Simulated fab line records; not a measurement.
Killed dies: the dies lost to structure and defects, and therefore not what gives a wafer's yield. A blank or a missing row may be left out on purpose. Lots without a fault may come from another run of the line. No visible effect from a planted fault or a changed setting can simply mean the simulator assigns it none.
A lot that was struck, set against a sound lot	flow sky130	15 out of 708 route steps
Sound: these wafers, L649.3, L649.5, L649.6. Wafers L642.1, L642.2, L642.4 were the ones struck. The cause is named last.
For every step that has rows: the tool of each side, followed by ch and its chambers, followed by its first start. Under that, the readings that differ: sound wafers	struck wafers	difference of the means	sigmas: that difference in standard deviations of wafers without a fault.
alike: words and numbers the same on both sides, and readings whose means are apart by under 2 such deviations; not compared: readings that were withheld, readings missing a value for some wafer, numbers with overlapping values and no deviation given by the record, and bounds like >300 which may hide the same value.
The two part at a step that has a row with sigmas, a row that says differs or no value, or rows on one side only. Numbers that have no deviation but don't overlap get no sigmas and don't part them. A reading that every wafer of one side lacks parts them only if that side has two wafers or more.

first, 3 steps without rows for these wafers: SKY_SONOS_ONO_WET_ETCH_18 (etches Si3N4 in H3PO4, target depth 15 nm, time 172 s); SKY_GATE_OXIDE_CLEAN_00 (cleans in SC1/SC2, time 150 s); SKY_GATE_OXIDE_OXIDATION_01 (stabilise 600 s, purge 300 s, target thk 10.268 nm).
SKY_GATE_OXIDE_THK_MEAS_02:
  sound: film metro-03 at day 18 08:11; struck: film metro-03 at day 15 15:23
  alike: GATE_OXIDE_OXIDATION_00_THK
then, 7 steps without rows for these wafers: SKY_GATE_OXIDE_DEHYDRATE_03 (time 60 s); SKY_GATE_OXIDE_HMDS_04 (prime time 60 s); SKY_GATE_OXIDE_COAT_05 (resist thk 1140 nm); SKY_GATE_OXIDE_SOFTBAKE_06 (time 60 s); SKY_GATE_OXIDE_EXPOSE_07 (exposes mask LVOM, target cd 600 nm); SKY_GATE_OXIDE_PEB_08; SKY_GATE_OXIDE_DEVELOP_09 (develop time 60 s).
SKY_GATE_OXIDE_OVL_MEAS_10:
  sound: overlay-01 at day 19 14:49; struck: overlay-02 at day 16 19:32
reading	sound	struck	difference	sigmas
GATE_OXIDE_OVL (nm)	-0.7 2.0 1.9	-3.3 -3.0 -4.1	-4.5	-3
SKY_GATE_OXIDE_IMPLANT_11:
  sound on implanter-03 ch 0, day 19 14:54; struck on implanter-03 ch 0, day 16 19:34
reading	sound	struck	difference	sigmas
beam energy keV	10.006 10.003 10.003	9.325 9.326 9.327	-0.678	-99 or more
model.implant.rp nm (nm)	34.37 34.37 34.37	29.62 29.62 29.62	-4.75	
model.implant.drp nm (nm)	17.11 17.11 17.11	16.3 16.3 16.3	-0.8	
then, 1 step without rows for these wafers: SKY_GATE_OXIDE_WET_ETCH_12 (etches SiO2 in dHF, target depth 16.8 nm, time 336 s).
-- a jump in the record: the struck wafers' starts before and after are 31 days apart (it breaks off in module GATE_OXIDE and resumes in module PAD_OPEN, where the first step shown is number 708 of the route) --
SKY_PAD_OPEN_PROBE_99:
  sound: prober-01 at day 49 13:25; struck: prober-02 at day 47 21:25
reading	sound	struck	difference	sigmas
killed at front end	10 9 11	13 21 21	+8	+2
model.etest.pfet_01v8_lvt.off log10 a um	-8.601 -8.707 -8.726	-9.375 -9.563 -9.427	-0.777	
  alike: killed_at_M0_to_M3, killed_at_M4_up, killed at contacts, killed at other, killed dies, killed open, killed short

WHERE THEY PART
At SKY_GATE_OXIDE_OVL_MEAS_10 first; at SKY_PAD_OPEN_PROBE_99 last (within this record only).

WHY: whatever the simulator had introduced
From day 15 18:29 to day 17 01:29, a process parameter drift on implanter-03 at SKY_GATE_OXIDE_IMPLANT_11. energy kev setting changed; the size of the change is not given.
